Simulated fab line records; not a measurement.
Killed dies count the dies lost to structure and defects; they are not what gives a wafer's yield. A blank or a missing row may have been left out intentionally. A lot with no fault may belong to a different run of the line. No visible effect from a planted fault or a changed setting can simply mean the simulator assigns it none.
fab line records	flow sfq_line
record lots=12	wafers=35	last_day=83
route steps=325 shown L0@6 M0@38 I3@146 A5B@209
lots with no fault: from the same line, run without faults
start_h: the number of hours between the record's first day and the start of the first shown wafer of the lot	wait_h: hours since the lot's step before	" same as the row above	L1.1+2: a row that stands for several wafers	- no value, or no start was given	* or withheld: withheld	< > ~ a bound
route shown NAME@n: NAME is a module with steps in the file, n the number in the route of the first one	usual: average and standard deviation across the fault-free wafers	same: alike in all rows	chamber/n: place in a boat	sites: per-site readings	_std_site: standard deviation of those values	_edge_site: the outer-site mean with the inner-site mean subtracted	radius_mm: how far each site lies from the wafer's centre	mask NAME#n: copy n	behind: the most recent tool/chamber to have shaped the wafer	hold: why the lot went on hold/how many hours it stayed there/how the hold came to an end	device: names the non-switching transistor (n, p or np)	end of line: tests run on the same wafers once the route is complete	for a step that has no rows: nothing shown but its recipe	killed: dies lost to structure and defects at the first sort, not the wafer's yield	map: a wafer's dies, marking killed ones x, the rest . and places with no die _
set.NAME: setting as actually run; set.NAME@STEP: the setting as run at that earlier step	model.NAME: the simulator's own value behind a step, which no gauge read
the route's steps for a sample of lots (tables are steps, rows are wafers)
services: from which hour (start_h, from the record's first day; less than 0 if before it) a tool's chamber was out of use, for how many hours, and why
## steps
# step SFQ_TRILAYER_L0_LITHO_COAT_010
# recipe resist=BARC	spin_rpm=3000	resist_thk_nm=62
lot.wafer	tool	chamber	start_h	wait_h
L224.2+5+6	litho_track-01	0	12.79	0.1
L225.2+5+6	litho_track-03	0	17.79	0.1
L226.1+4+5	litho_track-01	0	22.74	0.1
L230.1+3+6	litho_track-03	0	42.74	0.1
L231.1+5+6	litho_track-03	0	47.74	0.1
L235.3+6	litho_track-03	0	67.84	0.1
L239.3+4+6	litho_track-01	0	87.84	0.1
L240.2+5+6	litho_track-01	0	92.79	0.1
L243.1+3+6	litho_track-04	0	107.74	0.1
L244.2+3+5	litho_track-01	0	112.79	0.1
L246.1+2+6	litho_track-01	0	122.83	0.1
L247.4+5+6	litho_track-03	0	127.89	0.2
# step SFQ_TRILAYER_L0_BARC_OPEN_METAL_ETCH_010
# recipe mask_material=PR	chemistry=O2	target_depth_nm=125	target=BARC	icp_w=600	bias_w=80	pressure_mtorr=10	time_s=41.7
# usual drypump_motor_current_A=5.6/0.51	oes_product_au=0.685/0.005
lot.wafer	tool	chamber	start_h	wait_h	drypump_motor_current_A	oes_product_au	rf_hours_counter_h
L224.2	rie_metal-02	1	82.21	0.1	6.0	0.677	165
L224.5	"	1	"	"	6.0	0.687	-
L224.6	"	0	"	"	6.6	0.679	-
L225.2	rie_metal-01	0	89.41	0.1	5.3	0.699	25
L225.5	"	1	"	"	5.7	0.685	-
L225.6	"	0	"	"	5.3	0.690	-
L226.1	rie_metal-02	1	94.21	0.1	5.9	0.681	167
L226.4	"	0	"	"	6.6	0.681	-
L226.5	"	1	"	"	5.9	0.686	-
L230.1	rie_metal-02	0	106.21	0.1	6.6	0.681	80
L230.3	"	1	"	"	5.9	0.686	-
L230.6	"	0	"	"	6.6	0.682	-
L231.1	rie_metal-03	1	111.53	0.1	5.0	0.685	78
L231.5	"	0	"	"	5.9	0.676	-
L231.6	"	1	"	"	5.0	0.664	-
L235.3	rie_metal-03	1	135.55	0.1	5.0	0.680	-
L235.6	"	1	"	"	5.0	0.661	-
L239.3	rie_metal-03	1	161.90	0.1	5.0	0.689	-
L239.4	"	1	"	"	5.0	0.690	-
L239.6	"	1	"	"	5.0	0.683	-
L240.2	rie_metal-01	1	169.18	0.1	5.6	0.683	15
L240.5	"	0	"	"	5.3	0.687	-
L240.6	"	1	"	"	5.6	0.680	-
L243.1	rie_metal-02	1	186.73	0.1	5.9	0.688	184
L243.3	"	0	"	"	6.6	0.687	-
L243.6	"	1	"	"	5.9	0.684	-
L244.2	rie_metal-03	1	193.93	0.1	5.0	0.686	97
L244.3	"	0	"	"	5.9	0.685	-
L244.5	"	0	"	"	5.9	0.684	-
L246.1	rie_metal-03	1	202.33	0.1	5.0	0.687	99
L246.2	"	0	"	"	5.9	0.680	9
L246.6	"	0	"	"	5.9	0.679	-
L247.4	rie_metal-01	1	207.15	0.1	5.7	0.689	-
L247.5	"	0	"	"	5.3	0.681	-
L247.6	"	1	"	"	5.7	0.682	-
# step SFQ_M0_OVL_MEAS_906
# usual M0_OVL=1/4.7
lot.wafer	tool	chamber	start_h	wait_h	M0_OVL[nm]
L224.2	overlay-01	-	179.67	0.1	-3
L224.5	"	-	"	"	0
L224.6	"	-	"	"	-7
L225.2	overlay-01	-	183.27	0.1	-4
L225.5	"	-	"	"	-3
L225.6	"	-	"	"	-1
L226.1	overlay-01	-	185.66	0.1	-10
L226.4	"	-	"	"	-12
L226.5	"	-	"	"	-3
L230.1	overlay-02	-	198.91	0.1	4
L230.3	"	-	"	"	3
L230.6	"	-	"	"	5
L231.1	overlay-01	-	203.79	0.1	-1
L231.5	"	-	"	"	2
L231.6	"	-	"	"	-1
L235.3	overlay-01	-	219.73	0.1	8
L235.6	"	-	"	"	0
L239.3	overlay-01	-	249.24	0.1	1
L239.4	"	-	"	"	-1
L239.6	"	-	"	"	-3
L240.2	overlay-01	-	258.94	0.1	1
L240.5	"	-	"	"	3
L240.6	"	-	"	"	-2
L243.1	overlay-02	-	285.10	0.1	-1
L243.3	"	-	"	"	2
L243.6	"	-	"	"	3
L244.2	overlay-02	-	390.97	0.1	5
L244.3	"	-	"	"	2
L244.5	"	-	"	"	6
L246.1	overlay-02	-	394.56	0.1	-6
L246.2	"	-	"	"	4
L246.6	"	-	"	"	1
L247.4	overlay-01	-	398.18	0.1	1
L247.5	"	-	"	"	1
L247.6	"	-	"	"	7
# step SFQ_TRILAYER_I3_VIA_STRIP_STRIP_089
# recipe gas=O2	power_w=200	platen_temp_c=40	overash_fraction=0.65	chemistry=O2	pressure_mtorr=50
# usual drypump_motor_current_A=5.8/0.47	oes_product_au=0.998/0.0086
lot.wafer	tool	chamber	start_h	wait_h	drypump_motor_current_A	oes_product_au	rf_hours_counter_h
L224.2	rie_metal-04	1	798.44	-	5.3	1.010	75
L224.5	"	0	"	"	6.2	0.997	-
L224.6	"	1	"	"	5.3	1.012	-
L225.2	rie_metal-04	0	817.76	-	6.2	0.992	74
L225.5	"	1	"	"	5.3	1.001	-
L225.6	"	0	"	"	6.2	0.995	-
L226.1	rie_metal-02	1	826.16	-	6.0	0.998	83
L226.4	"	0	"	"	6.6	0.991	-
L226.5	"	0	"	"	6.6	0.996	-
L230.1	rie_metal-04	1	919.92	-	5.3	1.011	91
L230.3	"	1	"	"	5.3	1.004	-
L230.6	"	1	"	"	5.3	1.009	-
L231.1	rie_metal-01	1	928.32	-	5.7	0.995	130
L231.5	"	1	"	"	5.7	0.999	-
L231.6	"	1	"	"	5.6	1.002	-
L235.3	rie_metal-01	0	962.00	-	5.3	0.990	-
L235.6	"	1	"	"	5.7	0.998	-
L239.3	rie_metal-04	1	991.50	-	5.3	1.000	-
L239.4	"	1	"	"	5.3	1.016	-
L239.6	"	1	"	"	5.3	1.006	-
L240.2	rie_metal-04	1	1004.50	-	5.3	0.998	-
L240.5	"	1	"	"	5.3	1.005	-
L240.6	"	1	"	"	5.3	0.986	-
L243.1	rie_metal-02	1	1021.23	-	5.9	0.984	104
L243.3	"	0	"	"	6.6	0.981	-
L243.6	"	1	"	"	5.9	0.994	-
L244.2	rie_metal-01	0	1037.03	-	5.3	1.004	-
L244.3	"	0	"	"	5.3	0.985	-
L244.5	"	0	"	"	5.3	0.998	-
L246.1	rie_metal-02	1	1045.23	-	5.9	0.993	109
L246.2	"	0	"	"	6.6	0.981	61
L246.6	"	1	"	"	5.9	0.988	-
L247.4	rie_metal-02	1	1050.23	-	5.9	1.003	-
L247.5	"	1	"	"	5.9	0.998	-
L247.6	"	0	"	"	6.6	1.005	-
# step SFQ_TRILAYER_A5B_DEP_PECVD_129
# recipe material=SiO2	temp_c=150	time_s=133.33	pressure_torr=2.4	rf_w=183.3	precursor=SiH4/N2O	target_thk_nm=600
# usual heater_power_w=77/11	throttle_valve_pct=24.3/1.5
lot.wafer	tool	chamber	start_h	wait_h	heater_power_w	throttle_valve_pct
L224.2	pecvd-02	0	1360.39	0.0	67	24.3
L224.5	"	0	"	"	72	24.6
L224.6	"	2	"	"	84	27.5
L225.2	pecvd-03	0	1372.39	0.0	101	24.6
L225.5	"	2	"	"	80	25.2
L225.6	"	0	"	"	103	24.5
L226.1	pecvd-02	1	1374.80	0.0	61	23.9
L226.4	"	2	"	"	72	27.4
L226.5	"	0	"	"	78	24.4
L230.1	pecvd-02	0	1459.99	0.0	69	24.6
L230.3	"	2	"	"	82	26.9
L230.6	"	0	"	"	76	24.5
L231.1	pecvd-02	1	1466.11	0.0	62	23.9
L231.5	"	1	"	"	52	23.8
L231.6	"	2	"	"	85	27.5
L235.3	pecvd-04	2	1488.91	0.0	85	23.6
L235.6	"	0	"	"	67	23.8
L239.3	pecvd-04	2	1509.41	0.0	75	23.4
L239.4	"	1	"	"	85	22.4
L239.6	"	2	"	"	77	23.5
L240.2	pecvd-04	1	1516.61	0.0	79	22.4
L240.5	"	1	"	"	82	22.6
L240.6	"	0	"	"	61	23.3
L243.1	pecvd-03	1	1533.02	0.0	76	23.0
L243.3	"	0	"	"	103	24.9
L243.6	"	0	"	"	87	25.1
L244.2	pecvd-04	0	1550.18	0.0	64	23.7
L244.3	"	2	"	"	84	23.5
L244.5	"	0	"	"	69	23.3
L246.1	pecvd-03	0	1559.76	0.0	101	25.0
L246.2	"	1	"	"	80	23.0
L246.6	"	1	"	"	83	22.9
L247.4	pecvd-02	2	1561.01	0.0	73	27.4
L247.5	"	0	"	"	77	24.2
L247.6	"	1	"	"	62	24.1
## services
tool	chamber	start_h	hours	kind
rie_metal-02	-	73.26	2.8	pm
rie_metal-02	-	198.75	21.4	repair
rie_metal-02	-	199.00	1.1	repair
rie_metal-01	-	201.08	2.8	pm
rie_metal-01	1	335.83	6.1	repair
rie_metal-02	0	455.97	6.4	repair
rie_metal-02	1	461.80	3.8	repair
rie_metal-01	-	508.64	15.6	pm
rie_metal-02	1	559.29	4.9	repair
rie_metal-02	1	738.27	6.8	repair
rie_metal-02	-	757.61	1.4	repair
rie_metal-01	1	765.12	1.9	repair
rie_metal-01	-	782.19	1.7	repair
rie_metal-02	1	875.06	8.1	repair
rie_metal-01	1	1072.21	14.3	repair
rie_metal-01	-	1101.60	1.4	pm
rie_metal-01	1	1114.51	17.4	repair
rie_metal-02	-	1145.18	0.5	repair
rie_metal-02	-	1173.26	2.8	pm
rie_metal-01	1	1228.66	1.9	repair
rie_metal-01	-	1301.64	2.8	pm
rie_metal-02	-	1321.17	1.4	pm
rie_metal-02	0	1378.67	22.1	repair
rie_metal-02	1	1505.48	28.5	repair
## key
first_sign step=SFQ_TRILAYER_L0_BARC_OPEN_METAL_ETCH_010	reading=oes_product_au	direction=down	sigmas=4.5	usual=0.685	struck=0.662
effect none on later readings
met_at SFQ_TRILAYER_L0_LITHO_COAT_010
struck_lots L231,L235
struck_wafers L231.6,L235.6
not_acting_at SFQ_M0_OVL_MEAS_906,SFQ_TRILAYER_I3_VIA_STRIP_STRIP_089,SFQ_TRILAYER_A5B_DEP_PECVD_129
onset_between 42.74 47.74
fault kind=process_parameter_drift	tool=litho_track-03	chamber=-	onset_h=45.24	steps=SFQ_TRILAYER_L0_LITHO_COAT_010	channel=resist_thk_nm	offset=-3.6049	shape=step	end_h=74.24	scope=struck_wafers_only	acts_in=these_recipes_only	stated=62
